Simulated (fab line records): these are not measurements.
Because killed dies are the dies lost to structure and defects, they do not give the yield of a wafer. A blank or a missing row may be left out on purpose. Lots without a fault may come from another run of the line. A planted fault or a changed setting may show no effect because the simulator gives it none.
8D (eight disciplines) problem report, filled in by code + flow gf180mcu + the parts of the form that need people (team, actions taken, sign-off) are left out

1. PROBLEM STATEMENT
Across 6 wafers from 2 lots, TOP_METAL_ALCU_RS at GF_TOP_METAL_RS_MEAS_05 averages 0.0640 ohm/sq, while fault-free wafers read 0.0329 ohm/sq with a standard deviation of 0.00035. Measured from the usual mean, that is +89 standard deviations.
The step: measures by four-point-probe.
First observed at day 30 01:38: wafer L466.1, on film metro-03. At this step, 33 wafers from 11 lots have a number in the record. The rule behind "out" and "out of limits": a value lying over 4 standard deviations away from the usual mean. All remaining wafers that have a number are taken as sound.

2. WHAT IT IS, WHAT IT ISN'T
| question                    | is                           | is not                                                                                            |
|-----------------------------|------------------------------|---------------------------------------------------------------------------------------------------|
| which readings at this step | TOP_METAL_ALCU_RS            | -                                                                                                 |
| which lots                  | L466, L468                   | L457, L458, L460, L469, L470, L475, L478, L479, L480                                              |
| which wafers of those lots  | all that have a number       | -                                                                                                 |
| read on which gauges        | film metro-02, film metro-03 | film metro-04                                                                                     |
| when                        | from day 30 01:38            | up to then (9 sound wafers); but 18 sound wafers of L469, L470, L475, L478, L479, L480 came after |

3. SUSPECTS, AND WHAT RULES EACH OUT
Counting: any tool at a process step up to the reading is kept as a suspect provided that every lot that is out went through it and no sound lot did after the first of them.
- ruled out: the gauge at GF_TOP_METAL_RS_MEAS_05. Those wafers that are out were read across 2 gauges (film metro-02, film metro-03).
- pvd sputter-04 at GF_MIM_SPUTTER_03 (material Ti, target thk 10 nm, time 6.7 s): ruled out as a lasting fault. Following L466 (day 27 11:35), the first lot on it that is out, the sound lots L475, L479, L480 were run on it.
- pvd sputter-04 at GF_TOP_METAL_SPUTTER_02 (material AlCu, target thk 900 nm, time 47.82 s): ruled out as a lasting fault. Following L466 (day 30 01:33), the first lot on it that is out, the sound lots L478 were run on it.
Left after counting: nothing in the record.

4. THE CAUSE (what the simulator had put in)
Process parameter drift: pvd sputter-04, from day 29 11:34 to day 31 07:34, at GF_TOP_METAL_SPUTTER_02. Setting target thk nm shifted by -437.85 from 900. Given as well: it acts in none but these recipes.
Counting ruled it out, wrongly: the rule takes a fault to strike every lot that its tool runs from its start on, and this one did not.

5. THE EFFECT CHAIN, in route order
Rows list readings where the struck wafers' mean (over those with a number) sits beyond 3 standard deviations from the usual. Only readings for which the record gives a usual standard deviation are gone through. hours: the time from each lot's start at the first step in this table that gives one to its start at this step, as a median over the lots. sigmas: the change in usual standard deviations.
| hours | step                     | reading            | usual         | on struck wafers | change  | sigmas |
|-------|--------------------------|--------------------|---------------|------------------|---------|--------|
| 0     | GF_TOP_METAL_RS_MEAS_05  | TOP_METAL_ALCU_RS  | 0.0329 ohm/sq | 0.0640           | +0.0311 | +89    |
| 0     | GF_TOP_METAL_THK_MEAS_06 | TOP_METAL_ALCU_THK | 908 nm        | 468              | -440    | -40    |
At these later measuring or inspecting steps, every struck wafer for which the step has a row has a number for every such reading, and none has moved that far: GF_PASSIVATION_THK_MEAS_03.

6. WHAT WOULD HAVE CAUGHT IT SOONER
14 hours passed between the start of the fault at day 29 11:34 and the first reading out of limits at a measuring or inspecting step in this record, taken at day 30 01:38.
An alarm limit of 4 standard deviations would not have fired on the tool readings at GF_TOP_METAL_SPUTTER_02 for which the record gives a usual standard deviation, since none of them was out on any struck wafer.
